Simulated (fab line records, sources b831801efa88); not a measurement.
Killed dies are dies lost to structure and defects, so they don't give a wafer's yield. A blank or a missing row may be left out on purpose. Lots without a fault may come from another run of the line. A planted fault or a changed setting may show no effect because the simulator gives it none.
fab line records | flow sky130
record lots=12 wafers=36 last_day=51
route steps=708 shown CONTACT@431 METAL1@439 VIA1@458 PAD_OPEN@708
lots that met no fault: from a run of the same line without faults
start_h: hours from the record's first day to the start of the lot's first wafer shown | wait_h: hours since the lot's step before | " the same as in the row above | L1.1+2: a row that stands for several wafers | - no value, or no start given | * or withheld: withheld | < > ~ a bound
route shown NAME@n: a module of which the file shows steps, and the number in the route of the first | usual: mean/standard deviation of fault-free wafers | same: alike in all rows | chamber/n: place in a boat | sites: the reading at each site | _std_site: their standard deviation | _edge_site: outer sites' mean less inner sites' | radius_mm: how far each site lies from the wafer's centre | mask NAME#n: copy n | behind: the tool/chamber that last shaped the wafer | hold: why the lot was held/for how many hours/how that ended | device: the transistor (n, p or np) that didn't switch | end of line: the same wafers' tests at the end of the route | a step without rows: its recipe alone | killed: dies lost to structure and defects at the first sort, not the wafer's yield | map: a wafer's dies, x killed, . not, _ none there
set.NAME: the setting as run; set.NAME@STEP: as run at that earlier step | model.NAME: the simulator's own value behind a step, which no gauge read
steps of the route over a sample of lots; a table a step, a row a wafer
services: from which hour (start_h, from the record's first day; less than 0 if before it) a tool's chamber was out of use, for how many hours, and why
## steps
# step SKY_CONTACT_RS_MEAS_25
# recipe thk_meas_gauge=four-point-probe reads=W_of_CONTACT_CVD_24+TiN_of_CONTACT_SPUTTER_23
# usual CONTACT_W_RS=0.332/0.0085
# columns lot.wafer tool chamber start_h wait_h CONTACT_W_RS[ohm/sq]
L428.1 film_metro-02 - 775.91 0.1 0.343
L428.2 " - " " 0.329
L428.3 " - " " 0.332
L430.1 film_metro-02 - 785.82 0.1 0.337
L430.2 " - " " 0.343
L430.4 " - " " 0.337
L431.1 film_metro-02 - 810.34 0.2 0.337
L431.2 " - " " 0.334
L431.5 " - " " 0.339
L432.4 film_metro-01 - 813.51 0.1 0.317
L432.5 " - " " 0.318
L432.6 " - " " 0.336
L433.2 film_metro-02 - 816.88 0.2 0.341
L433.3 " - " " 0.342
L433.6 " - " " 0.340
L434.1 film_metro-01 - 818.95 0.1 0.318
L434.2 " - " " 0.334
L434.6 " - " " 0.321
L435.2 film_metro-02 - 835.17 0.1 0.335
L435.3 " - " " 0.318
L435.5 " - " " 0.336
L437.2 film_metro-02 - 843.88 0.2 0.335
L437.4 " - " " 0.335
L437.6 " - " " 0.336
L438.1 film_metro-01 - 856.33 0.1 0.340
L438.2 " - " " 0.336
L438.5 " - " " 0.336
L444.1 film_metro-03 - 895.81 0.1 0.337
L444.4 " - " " 0.322
L444.5 " - " " 0.338
L445.2 film_metro-02 - 899.13 0.1 0.335
L445.3 " - " " 0.319
L445.6 " - " " 0.317
L448.1 film_metro-02 - 916.50 0.1 0.322
L448.2 " - " " 0.334
L448.6 " - " " 0.334
# step SKY_METAL1_RS_MEAS_05
# recipe thk_meas_gauge=four-point-probe reads=TiN_of_METAL1_SPUTTER_04+Ti_of_METAL1_SPUTTER_03+AlCu_of_METAL1_SPUTTER_02+TiN_of_METAL1_SPUTTER_01+Ti_of_METAL1_SPUTTER_00
# usual METAL1_ALCU_RS=0.1262/0.0014
# columns lot.wafer tool chamber start_h wait_h METAL1_ALCU_RS[ohm/sq]
L428.1 film_metro-03 - 776.53 0.0 0.1268
L428.2 " - " " 0.1269
L428.3 " - " " 0.1282
L430.1 film_metro-02 - 786.43 0.0 0.1243
L430.2 " - " " 0.1247
L430.4 " - " " 0.1240
L431.1 film_metro-04 - 811.05 0.0 0.1249
L431.2 " - " " 0.1248
L431.5 " - " " 0.1268
L432.4 film_metro-02 - 814.50 0.2 0.1243
L432.5 " - " " 0.1255
L432.6 " - " " 0.1249
L433.2 film_metro-03 - 817.50 0.0 0.1254
L433.3 " - " " 0.1273
L433.6 " - " " 0.1257
L434.1 film_metro-02 - 819.57 0.0 0.1261
L434.2 " - " " 0.1253
L434.6 " - " " 0.1253
L435.2 film_metro-02 - 835.79 0.0 0.1259
L435.3 " - " " 0.1263
L435.5 " - " " 0.1261
L437.2 film_metro-02 - 844.50 0.0 0.1246
L437.4 " - " " 0.1260
L437.6 " - " " 0.1253
L438.1 film_metro-03 - 856.95 0.0 0.1266
L438.2 " - " " 0.1259
L438.5 " - " " 0.1263
L444.1 film_metro-04 - 896.43 0.0 0.1270
L444.4 " - " " 0.1278
L444.5 " - " " 0.1289
L445.2 film_metro-02 - 899.75 0.0 0.1241
L445.3 " - " " 0.1244
L445.6 " - " " 0.1249
L448.1 film_metro-03 - 917.12 0.0 0.1280
L448.2 " - " " 0.1274
L448.6 " - " " 0.1286
# step SKY_VIA1_HDPCVD_00
# recipe material=SiO2 target_thk_nm=1030 sigma_open_frac=0.3 time_s=171.7 temp_c=400 sih4_flow_sccm=60 pressure_mtorr=6
# usual sih4_flow_sccm=60.01/0.18
# columns lot.wafer tool chamber start_h wait_h sih4_flow_sccm
L428.1 hdpcvd-01 2 803.94 0.0 60.16
L428.2 " 0 " " 60.16
L428.3 " 1 " " 59.92
L430.1 hdpcvd-01 2 814.14 0.0 59.94
L430.2 " 1 " " 59.81
L430.4 " 1 " " 59.82
L431.1 hdpcvd-02 2 839.34 0.0 59.93
L431.2 " 0 " " 59.94
L431.5 " 1 " " 59.77
L432.4 hdpcvd-01 2 842.59 0.1 60.10
L432.5 " 0 " " 60.12
L432.6 " 1 " " 59.68
L433.2 hdpcvd-02 2 844.99 0.0 59.94
L433.3 " 0 " " 59.83
L433.6 " 2 " " 59.75
L434.1 hdpcvd-02 0 847.42 0.0 59.64
L434.2 " 2 " " 60.01
L434.6 " 1 " " 59.94
L435.2 hdpcvd-02 1 863.24 0.0 60.10
L435.3 " 2 " " 59.92
L435.5 " 2 " " 60.12
L437.2 hdpcvd-01 1 872.62 0.0 59.86
L437.4 " 2 " " 59.84
L437.6 " 1 " " 59.90
L438.1 hdpcvd-02 2 884.68 0.0 60.13
L438.2 " 1 " " 60.11
L438.5 " 1 " " 60.38
L444.1 hdpcvd-02 1 923.19 0.0 60.28
L444.4 " 2 " " 60.00
L444.5 " 0 " " 90.26
L445.2 hdpcvd-02 2 927.24 0.0 60.04
L445.3 " 0 " " 90.40
L445.6 " 1 " " 60.08
L448.1 hdpcvd-02 1 944.21 0.0 59.84
L448.2 " 0 " " 90.02
L448.6 " 2 " " 60.00
# step SKY_VIA1_THK_MEAS_01
# recipe reads=SiO2_of_VIA1_HDPCVD_00
# usual VIA1_HDPCVD_THK=1028/11
# columns lot.wafer tool chamber start_h wait_h VIA1_HDPCVD_THK[nm]
L428.1 film_metro-03 - 804.05 0.1 1027
L428.2 " - " " 1037
L428.3 " - " " 1034
L430.1 film_metro-01 - 814.37 0.2 1045
L430.2 " - " " 1039
L430.4 " - " " 1024
L431.1 film_metro-04 - 839.45 0.1 1025
L431.2 " - " " 1021
L431.5 " - " " 1022
L432.4 film_metro-04 - 842.68 0.0 1036
L432.5 " - " " 1038
L432.6 " - " " 1049
L433.2 film_metro-04 - 845.11 0.1 1023
L433.3 " - " " 1031
L433.6 " - " " 1030
L434.1 film_metro-01 - 847.53 0.1 1027
L434.2 " - " " 1011
L434.6 " - " " 1008
L435.2 film_metro-03 - 863.36 0.1 1021
L435.3 " - " " 997
L435.5 " - " " 998
L437.2 film_metro-03 - 872.74 0.1 1030
L437.4 " - " " 1015
L437.6 " - " " 1027
L438.1 film_metro-01 - 884.79 0.1 1009
L438.2 " - " " 1009
L438.5 " - " " 1011
L444.1 film_metro-04 - 923.30 0.1 1028
L444.4 " - " " 1029
L444.5 " - " " 1544
L445.2 film_metro-04 - 927.37 0.1 1032
L445.3 " - " " 1548
L445.6 " - " " 1027
L448.1 film_metro-04 - 944.32 0.1 1028
L448.2 " - " " 1552
L448.6 " - " " 1024
# step SKY_VIA1_BOW_MEAS_03
# recipe mode=bow
# usual VIA1_BOW=79/6
# columns lot.wafer tool chamber start_h wait_h VIA1_BOW[um]
L428.1 film_metro-01 - 804.41 0.2 83
L428.2 " - " " 78
L428.3 " - " " 76
L430.1 film_metro-01 - 814.76 0.2 88
L430.2 " - " " 76
L430.4 " - " " 81
L431.1 film_metro-03 - 839.81 0.1 72
L431.2 " - " " 76
L431.5 " - " " 78
L432.4 film_metro-04 - 843.07 0.3 82
L432.5 " - " " 72
L432.6 " - " " 80
L433.2 film_metro-03 - 845.48 0.1 78
L433.3 " - " " 80
L433.6 " - " " 73
L434.1 film_metro-01 - 847.89 0.2 79
L434.2 " - " " 82
L434.6 " - " " 89
L435.2 film_metro-04 - 863.73 0.3 86
L435.3 " - " " 95
L435.5 " - " " 94
L437.2 film_metro-03 - 873.11 0.2 76
L437.4 " - " " 82
L437.6 " - " " 79
L438.1 film_metro-03 - 885.15 0.1 68
L438.2 " - " " 79
L438.5 " - " " 75
L444.1 film_metro-03 - 923.66 0.2 76
L444.4 " - " " 84
L444.5 " - " " 85
L445.2 film_metro-04 - 927.74 0.1 87
L445.3 " - " " 81
L445.6 " - " " 82
L448.1 film_metro-03 - 944.68 0.2 80
L448.2 " - " " 78
L448.6 " - " " 78
# step SKY_PAD_OPEN_PROBE_99
# usual defect_limited_yield=82.5/1.9 killed_at_M0_to_M3=43/6.4 killed_at_M4_up=3.3/1.9 killed_at_contacts=24/5.7 killed_at_front_end=15/4.7 killed_at_other=0.3/0.48 killed_dies=86/9.2 killed_on_rim=17/3.4 killed_open=47/7 killed_short=39/6.5 sort_bin_3_pad_short=0.8/0.38 sort_bin_5_function=10.3/1.4 sort_bin_6_memory=6.3/1.1 sort_n_pass=406/9.2 sort_yield_pct=82.5/1.9
# same gross_dies=492 killed_at_back_side=0 sort_bin_4_leakage[%]=0 sort_bin_8_speed[%]=0
# columns lot.wafer tool chamber start_h wait_h defect_limited_yield[%] killed_at_M0_to_M3 killed_at_M4_up killed_at_contacts killed_at_front_end killed_at_other killed_dies killed_on_rim killed_open killed_short sort_bin_3_pad_short[%] sort_bin_5_function[%] sort_bin_6_memory[%] sort_n_pass sort_yield_pct[%]
L428.1 prober-02 - 1115.37 0.1 82.7 42 2 21 20 0 85 17 46 38 1.2 10.0 6.1 407 82.7
L428.2 prober-02 - 1115.42 0.1 82.5 34 2 28 21 1 86 16 52 33 0.6 10.6 6.3 406 82.5
L428.3 prober-02 - 1115.47 0.2 78.7 51 4 27 23 0 105 16 62 39 0.8 13.0 7.5 387 78.7
L430.1 prober-02 - 1125.92 0.1 82.5 40 2 32 11 1 86 22 47 39 0.8 8.3 8.3 406 82.5
L430.2 prober-02 - 1125.97 0.1 78.9 49 1 38 16 0 104 24 62 42 1.4 12.2 7.5 388 78.9
L430.4 prober-02 - 1126.07 0.2 84.8 41 6 17 11 0 75 14 42 33 0.6 8.1 6.5 417 84.8
L431.1 prober-01 - 1145.32 0.1 80.7 56 2 18 19 0 95 28 55 40 0.8 11.0 7.5 397 80.7
L431.2 prober-01 - 1145.37 0.1 79.5 43 5 29 24 0 101 19 51 50 0.6 13.0 6.9 391 79.5
L431.5 prober-01 - 1145.52 0.2 80.3 49 4 21 22 1 97 18 53 43 0.8 13.8 5.1 395 80.3
L432.4 prober-02 - 1148.95 0.2 82.3 44 6 22 15 0 87 17 46 41 0.8 11.4 5.5 405 82.3
L432.5 prober-02 - 1149.00 0.2 83.5 40 2 23 16 0 81 19 46 34 1.2 10.2 5.1 411 83.5
L432.6 prober-02 - 1149.05 0.2 82.9 43 4 22 15 0 84 17 38 45 0.2 11.0 5.9 408 82.9
L433.2 prober-01 - 1151.88 0.1 83.5 46 3 17 14 1 81 18 35 46 1.0 10.0 5.5 411 83.5
L433.3 prober-01 - 1151.93 0.2 82.7 41 5 21 18 0 85 17 35 50 0.8 10.2 6.3 407 82.7
L433.6 prober-01 - 1152.08 0.2 82.9 40 4 20 20 0 84 18 47 37 0.6 10.6 5.9 408 82.9
L434.1 prober-02 - 1154.68 0.1 80.5 40 2 35 19 0 96 18 50 45 0.4 12.4 6.7 396 80.5
L434.2 prober-02 - 1154.73 0.1 83.5 33 4 31 13 0 81 16 40 40 0.6 8.5 7.3 411 83.5
L434.6 prober-02 - 1154.93 0.2 83.3 40 5 29 8 0 82 16 46 35 0.4 11.4 4.9 410 83.3
L435.2 prober-01 - 1163.85 0.1 83.7 35 2 22 20 1 80 18 41 38 0.8 8.9 6.5 412 83.7
L435.3 prober-01 - 1163.90 0.2 80.5 48 1 31 16 0 96 19 59 37 0.4 11.0 8.1 396 80.5
L435.5 prober-01 - 1164.00 0.2 83.9 42 3 22 11 1 79 12 52 27 0.6 10.2 5.3 413 83.9
L437.2 prober-01 - 1173.92 0.1 81.3 46 2 25 19 0 92 13 49 43 1.6 11.8 5.3 400 81.3
L437.4 prober-01 - 1174.02 0.2 84.8 38 2 20 15 0 75 16 44 31 0.8 8.7 5.7 417 84.8
L437.6 prober-01 - 1174.12 0.2 81.3 45 7 22 18 0 92 24 63 29 0.2 11.8 6.7 400 81.3
L438.1 prober-02 - 1177.82 0.1 79.1 55 2 28 18 0 103 20 52 51 0.6 13.8 6.5 389 79.1
L438.2 prober-02 - 1177.87 0.1 82.9 44 1 21 18 0 84 16 53 31 0.8 11.2 5.1 408 82.9
L438.5 prober-02 - 1178.02 0.2 82.1 45 5 15 23 0 88 19 49 39 0.6 10.0 7.3 404 82.1
L444.1 prober-02 - 1203.81 0.1 82.9 44 2 24 14 0 84 19 51 33 0.8 9.8 6.5 408 82.9
L444.4 prober-02 - 1203.96 0.2 81.7 40 1 30 18 1 90 17 52 38 1.2 11.2 5.9 402 81.7
L444.5 prober-02 - 1204.01 0.2 78.7 50 3 27 25 0 105 25 60 45 1.6 12.2 7.5 387 78.7
L445.2 prober-01 - 1205.11 0.1 81.3 39 3 24 26 0 92 16 44 48 1.0 10.4 7.3 400 81.3
L445.3 prober-01 - 1205.16 0.2 84.8 33 1 26 15 0 75 16 40 33 0.8 7.5 6.9 417 84.8
L445.6 prober-01 - 1205.31 0.2 81.9 41 6 24 18 0 89 17 45 44 1.2 11.4 5.5 403 81.9
L448.1 prober-02 - 1215.08 0.1 83.5 40 1 30 10 0 81 19 46 35 1.2 9.1 6.1 411 83.5
L448.2 prober-02 - 1215.13 0.1 84.3 40 5 22 10 0 77 17 41 36 0.8 8.3 6.5 415 84.3
L448.6 prober-02 - 1215.33 0.2 86.0 39 2 17 10 1 69 11 44 25 0.4 8.7 4.9 423 86.0
# killed by level:class
L428.1 VIA1:geometric_particle:open=8 CONTACT:geometric_particle:open=8 VIA2:geometric_particle:open=8 METAL2:geometric_particle:short=7 POLY_GATE:geometric_particle:short=6 METAL1:geometric_particle:short=6 VIA3:geometric_particle:open=6 LOCAL_INTERCONNECT:geometric_particle:short=5
L428.2 CONTACT:geometric_particle:open=14 VIA2:geometric_particle:open=8 FIELD_ISO:geometric_particle:open=7 VIA1:geometric_particle:open=7 LI_CONTACT:geometric_particle:open=6 CONTACT:geometric_particle:short=6 POLY_GATE:geometric_particle:short=5 VIA2:geometric_particle:short=5
L428.3 LI_CONTACT:geometric_particle:open=14 VIA1:geometric_particle:open=11 METAL1:geometric_particle:short=10 VIA2:geometric_particle:open=8 VIA3:geometric_particle:open=8 FIELD_ISO:geometric_particle:open=7 POLY_GATE:geometric_particle:short=4 POLY_GATE:geometric_particle:open=4
L430.1 CONTACT:geometric_particle:open=13 METAL1:geometric_particle:short=10 VIA1:geometric_particle:open=8 CONTACT:geometric_particle:short=7 LI_CONTACT:geometric_particle:open=5 METAL2:geometric_particle:short=5 VIA1:geometric_particle:short=4 FIELD_ISO:geometric_particle:open=3
L430.2 VIA1:geometric_particle:open=18 CONTACT:geometric_particle:open=13 METAL1:geometric_particle:short=9 LI_CONTACT:geometric_particle:open=8 CONTACT:geometric_particle:short=6 POLY_GATE:geometric_particle:short=5 LOCAL_INTERCONNECT:geometric_particle:short=5 VIA3:geometric_particle:open=5
L430.4 VIA1:geometric_particle:open=11 CONTACT:geometric_particle:open=9 METAL2:geometric_particle:short=6 METAL1:geometric_particle:short=6 VIA2:geometric_particle:open=5 LI_CONTACT:geometric_particle:open=4 METAL4:geometric_particle:short=4 FIELD_ISO:geometric_particle:short=3
L431.1 VIA1:geometric_particle:open=14 METAL2:geometric_particle:short=10 VIA2:geometric_particle:open=9 FIELD_ISO:geometric_particle:open=7 CONTACT:geometric_particle:open=7 VIA3:geometric_particle:open=7 FIELD_ISO:geometric_particle:short=5 VIA1:geometric_particle:short=5
L431.2 VIA1:geometric_particle:open=18 CONTACT:geometric_particle:open=10 FIELD_ISO:geometric_particle:short=9 METAL1:geometric_particle:short=8 LOCAL_INTERCONNECT:geometric_particle:short=7 METAL2:geometric_particle:short=5 FIELD_ISO:geometric_particle:open=4 SPACER:geometric_particle:open=4
L431.5 VIA1:geometric_particle:open=14 CONTACT:geometric_particle:open=8 METAL2:geometric_particle:short=8 FIELD_ISO:geometric_particle:open=6 VIA3:geometric_particle:open=6 LOCAL_INTERCONNECT:geometric_particle:short=5 VIA2:geometric_particle:open=5 FIELD_ISO:geometric_particle:short=4
L432.4 VIA1:geometric_particle:open=11 LOCAL_INTERCONNECT:geometric_particle:short=6 METAL4:geometric_particle:short=6 VIA3:geometric_particle:open=5 POLY_GATE:geometric_particle:open=5 CONTACT:geometric_particle:open=5 METAL1:geometric_particle:short=5 VIA1:geometric_particle:short=5
L432.5 LI_CONTACT:geometric_particle:open=9 VIA1:geometric_particle:open=9 VIA3:geometric_particle:open=8 FIELD_ISO:geometric_particle:short=5 CONTACT:geometric_particle:open=5 POLY_GATE:geometric_particle:open=4 CONTACT:geometric_particle:short=4 METAL3:geometric_particle:short=4
L432.6 VIA1:geometric_particle:open=13 METAL1:geometric_particle:short=7 CONTACT:geometric_particle:open=7 POLY_GATE:geometric_particle:short=5 METAL2:geometric_particle:short=5 LI_CONTACT:geometric_particle:short=4 FIELD_ISO:geometric_particle:short=4 LI_CONTACT:geometric_particle:open=4
L433.2 METAL1:geometric_particle:short=10 VIA1:geometric_particle:open=10 CONTACT:geometric_particle:open=6 VIA3:geometric_particle:open=6 METAL2:geometric_particle:short=4 METAL2:geometric_particle:open=4 FIELD_ISO:geometric_particle:short=3 METAL4:geometric_particle:short=3
L433.3 VIA1:geometric_particle:open=9 LI_CONTACT:geometric_particle:open=7 VIA1:geometric_particle:short=7 FIELD_ISO:geometric_particle:short=6 CONTACT:geometric_particle:open=6 FIELD_ISO:geometric_particle:open=5 METAL4:geometric_particle:short=5 METAL2:geometric_particle:short=5
L433.6 FIELD_ISO:geometric_particle:open=7 VIA1:geometric_particle:open=7 VIA2:geometric_particle:open=7 VIA2:geometric_particle:short=6 LOCAL_INTERCONNECT:geometric_particle:short=5 CONTACT:geometric_particle:open=5 VIA1:geometric_particle:short=5 FIELD_ISO:geometric_particle:short=4
L434.1 CONTACT:geometric_particle:open=12 VIA1:geometric_particle:open=10 LI_CONTACT:geometric_particle:open=9 LOCAL_INTERCONNECT:geometric_particle:short=6 METAL1:geometric_particle:short=5 METAL2:geometric_particle:short=5 VIA3:geometric_particle:open=5 FIELD_ISO:geometric_particle:short=4
L434.2 CONTACT:geometric_particle:open=15 METAL1:geometric_particle:short=7 VIA1:geometric_particle:open=6 FIELD_ISO:geometric_particle:short=5 LI_CONTACT:geometric_particle:open=5 VIA1:geometric_particle:short=5 CONTACT:geometric_particle:short=4 VIA3:geometric_particle:open=4
L434.6 CONTACT:geometric_particle:open=13 VIA1:geometric_particle:open=11 LI_CONTACT:geometric_particle:open=8 VIA3:geometric_particle:open=6 METAL2:geometric_particle:short=6 METAL1:geometric_particle:short=5 CONTACT:geometric_particle:short=5 VIA1:geometric_particle:short=4
L435.2 VIA2:geometric_particle:open=9 FIELD_ISO:geometric_particle:short=8 VIA1:geometric_particle:open=8 CONTACT:geometric_particle:open=7 CONTACT:geometric_particle:short=5 LI_CONTACT:geometric_particle:open=4 LOCAL_INTERCONNECT:geometric_particle:short=4 METAL1:geometric_particle:short=4
L435.3 CONTACT:geometric_particle:open=15 VIA1:geometric_particle:open=14 VIA3:geometric_particle:open=12 VIA1:geometric_particle:short=8 LI_CONTACT:geometric_particle:open=7 FIELD_ISO:geometric_particle:short=6 CONTACT:geometric_particle:short=5 FIELD_ISO:geometric_particle:open=4
L435.5 VIA1:geometric_particle:open=13 CONTACT:geometric_particle:open=12 VIA2:geometric_particle:open=7 VIA3:geometric_particle:open=6 METAL2:geometric_particle:short=4 VIA1:geometric_particle:short=4 FIELD_ISO:geometric_particle:short=3 FIELD_ISO:geometric_particle:open=3
L437.2 LI_CONTACT:geometric_particle:open=9 METAL3:geometric_particle:short=8 VIA2:geometric_particle:open=7 CONTACT:geometric_particle:open=6 METAL2:geometric_particle:short=6 VIA3:geometric_particle:open=6 VIA3:geometric_particle:short=6 CONTACT:geometric_particle:short=5
L437.4 VIA3:geometric_particle:open=9 CONTACT:geometric_particle:open=8 LI_CONTACT:geometric_particle:open=8 VIA2:geometric_particle:open=7 METAL1:geometric_particle:short=6 VIA1:geometric_particle:open=6 POLY_GATE:geometric_particle:short=5 POLY_GATE:geometric_particle:open=4
L437.6 VIA2:geometric_particle:open=11 VIA1:geometric_particle:open=9 CONTACT:geometric_particle:open=8 VIA3:geometric_particle:open=8 LI_CONTACT:geometric_particle:open=7 FIELD_ISO:geometric_particle:short=6 POLY_GATE:geometric_particle:open=6 METAL1:geometric_particle:short=6
L438.1 CONTACT:geometric_particle:open=11 VIA2:geometric_particle:open=10 METAL2:geometric_particle:short=8 VIA1:geometric_particle:open=8 FIELD_ISO:geometric_particle:short=7 METAL1:geometric_particle:short=7 VIA3:geometric_particle:open=7 LI_CONTACT:geometric_particle:open=6
L438.2 VIA1:geometric_particle:open=12 CONTACT:geometric_particle:open=9 VIA2:geometric_particle:open=9 LI_CONTACT:geometric_particle:open=7 METAL2:geometric_particle:short=6 FIELD_ISO:geometric_particle:short=5 POLY_GATE:geometric_particle:short=5 VIA3:geometric_particle:open=5
L438.5 VIA1:geometric_particle:open=11 FIELD_ISO:geometric_particle:open=8 CONTACT:geometric_particle:open=6 METAL3:geometric_particle:short=6 VIA2:geometric_particle:short=5 VIA2:geometric_particle:open=5 VIA3:geometric_particle:open=5 METAL1:geometric_particle:short=4
L444.1 CONTACT:geometric_particle:open=14 VIA1:geometric_particle:open=11 VIA2:geometric_particle:open=8 POLY_GATE:geometric_particle:short=7 METAL1:geometric_particle:short=6 VIA1:geometric_particle:short=6 LI_CONTACT:geometric_particle:open=5 LI_CONTACT:geometric_particle:short=3
L444.4 VIA2:geometric_particle:open=10 LI_CONTACT:geometric_particle:open=9 CONTACT:geometric_particle:open=9 VIA3:geometric_particle:open=8 POLY_GATE:geometric_particle:short=6 METAL1:geometric_particle:short=6 CONTACT:geometric_particle:short=6 VIA1:geometric_particle:open=5
L444.5 VIA1:geometric_particle:open=11 FIELD_ISO:geometric_particle:open=9 VIA3:geometric_particle:open=8 LI_CONTACT:geometric_particle:open=7 CONTACT:geometric_particle:open=7 VIA3:geometric_particle:short=7 CONTACT:geometric_particle:short=6 POLY_GATE:geometric_particle:short=5
L445.2 VIA1:geometric_particle:open=8 FIELD_ISO:geometric_particle:short=7 METAL2:geometric_particle:short=7 LI_CONTACT:geometric_particle:open=7 FIELD_ISO:geometric_particle:open=5 CONTACT:geometric_particle:open=5 VIA3:geometric_particle:open=5 POLY_GATE:geometric_particle:short=4
L445.3 CONTACT:geometric_particle:open=8 LI_CONTACT:geometric_particle:open=7 CONTACT:geometric_particle:short=6 VIA3:geometric_particle:open=6 FIELD_ISO:geometric_particle:short=4 VIA2:geometric_particle:open=4 METAL1:geometric_particle:short=4 VIA1:geometric_particle:open=4
L445.6 VIA1:geometric_particle:open=9 FIELD_ISO:geometric_particle:open=7 METAL2:geometric_particle:short=7 LOCAL_INTERCONNECT:geometric_particle:short=6 FIELD_ISO:geometric_particle:short=5 LI_CONTACT:geometric_particle:open=5 VIA1:geometric_particle:short=5 VIA2:geometric_particle:open=5
L448.1 VIA1:geometric_particle:open=11 LI_CONTACT:geometric_particle:open=9 CONTACT:geometric_particle:open=8 VIA3:geometric_particle:open=6 FIELD_ISO:geometric_particle:short=5 VIA1:geometric_particle:short=5 LOCAL_INTERCONNECT:geometric_particle:short=4 CONTACT:geometric_particle:short=4
L448.2 VIA3:geometric_particle:open=10 CONTACT:geometric_particle:open=9 VIA1:geometric_particle:open=7 METAL1:geometric_particle:short=6 METAL2:geometric_particle:short=6 LI_CONTACT:geometric_particle:open=5 VIA2:geometric_particle:open=5 POLY_GATE:geometric_particle:short=3
L448.6 VIA1:geometric_particle:open=10 VIA3:geometric_particle:open=9 VIA2:geometric_particle:open=8 LI_CONTACT:geometric_particle:open=5 CONTACT:geometric_particle:open=4 CONTACT:geometric_particle:short=4 METAL2:geometric_particle:short=4 POLY_GATE:geometric_particle:open=3
## services
# columns tool chamber start_h hours kind
hdpcvd-01 - 787.94 0.8 repair
## key
first_sign step=SKY_VIA1_HDPCVD_00 reading=sih4_flow_sccm direction=up sigmas=99+ usual=60.01 struck=90.23
effect step=SKY_VIA1_THK_MEAS_01 reading=VIA1_HDPCVD_THK direction=up sigmas=48 usual=1028 struck=1548
met_at SKY_VIA1_HDPCVD_00
struck_lots L444,L445,L448
struck_wafers L444.5,L445.3,L448.2
not_acting_at SKY_CONTACT_RS_MEAS_25,SKY_METAL1_RS_MEAS_05,SKY_VIA1_BOW_MEAS_03
onset_between 847.42 923.19
fault kind=process_parameter_drift tool=hdpcvd-02 chamber=0 onset_h=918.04 steps=SKY_VIA1_HDPCVD_00 channel=sih4_flow_sccm offset=30 shape=step end_h=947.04 acts_in=these_recipes_only stated=60
